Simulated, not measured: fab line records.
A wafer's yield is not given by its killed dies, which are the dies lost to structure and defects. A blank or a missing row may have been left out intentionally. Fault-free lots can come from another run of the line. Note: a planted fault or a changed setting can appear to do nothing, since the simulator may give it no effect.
Chamber matching :: flow sfq line :: 4 sister chambers for SFQ_TRILAYER_I2_CMP_CMP_064 on cmp-02
The step polishes SiO2. 8 wafers are shown with their chamber, then 8 later ones without.

WAFERS WITH THEIR CHAMBER
wafer: L510.1
chamber: 3
motor current A (A): 10.9
retaining ring pressure frac: 0.998

wafer: L510.3
chamber: 0
motor current A (A): 11.0
retaining ring pressure frac: 0.997

wafer: L511.6
chamber: 3
motor current A (A): 11.2
retaining ring pressure frac: 0.998

wafer: L513.2
chamber: 2
motor current A (A): 10.5
retaining ring pressure frac: 0.999

wafer: L520.4
chamber: 1
motor current A (A): 11.2
retaining ring pressure frac: 0.995

wafer: L520.5
chamber: 2
motor current A (A): 10.5
retaining ring pressure frac: 1.006

wafer: L520.6
chamber: 1
motor current A (A): 11.3
retaining ring pressure frac: 0.999

wafer: L521.2
chamber: 0
motor current A (A): 11.2
retaining ring pressure frac: 1.001

WAFERS WHOSE CHAMBER IS MISSING
wafer: L521.5
motor current A (A): 10.6
retaining ring pressure frac: 0.999

wafer: L521.6
motor current A (A): 10.9
retaining ring pressure frac: 0.997

wafer: L528.3
motor current A (A): 10.8
retaining ring pressure frac: 0.995

wafer: L528.5
motor current A (A): 11.1
retaining ring pressure frac: 0.998

wafer: L528.6
motor current A (A): 10.9
retaining ring pressure frac: 1.005

wafer: L530.1
motor current A (A): 10.7
retaining ring pressure frac: 1.000

wafer: L530.3
motor current A (A): 10.9
retaining ring pressure frac: 0.993

wafer: L530.5
motor current A (A): 10.4
retaining ring pressure frac: 0.990

WHICH CHAMBER EACH WENT THROUGH
wafer: L521.5
from the rows above: 2
in truth: 2

wafer: L521.6
from the rows above: can't be placed: 3 or 0 or 1
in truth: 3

wafer: L528.3
from the rows above: can't be placed: 3 or 0 or 2 or 1
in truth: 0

wafer: L528.5
from the rows above: can't be placed: 0 or 3 or 1
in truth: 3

wafer: L528.6
from the rows above: can't be placed: 0 or 3 or 2 or 1
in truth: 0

wafer: L530.1
from the rows above: can't be placed: 2 or 3 or 0
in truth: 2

wafer: L530.3
from the rows above: can't be placed: 3 or 0 or 1
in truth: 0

wafer: L530.5
from the rows above: can't be placed: 2 or 3 or 0
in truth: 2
Placed correctly: 1 of 8. Can't be placed from these rows: 7 (the true chamber is among the candidates in 7). Wrongly placed: 0.
How it was worked out, from the rows above alone: a wafer's distance from a chamber is the root of the sum, over the readings, of the square of ((its reading less the chamber's mean) divided by the reading's scatter). If the next closest chamber is less than 2 further off than the closest, the wafer can't be placed; otherwise it belongs to the closest. For every chamber, the mean is computed from those of its wafers that are shown. How the scatter is found: for the shown wafers, subtract from each reading the mean of its chamber, square and add these, divide the total by (wafers less chambers), then take the root.
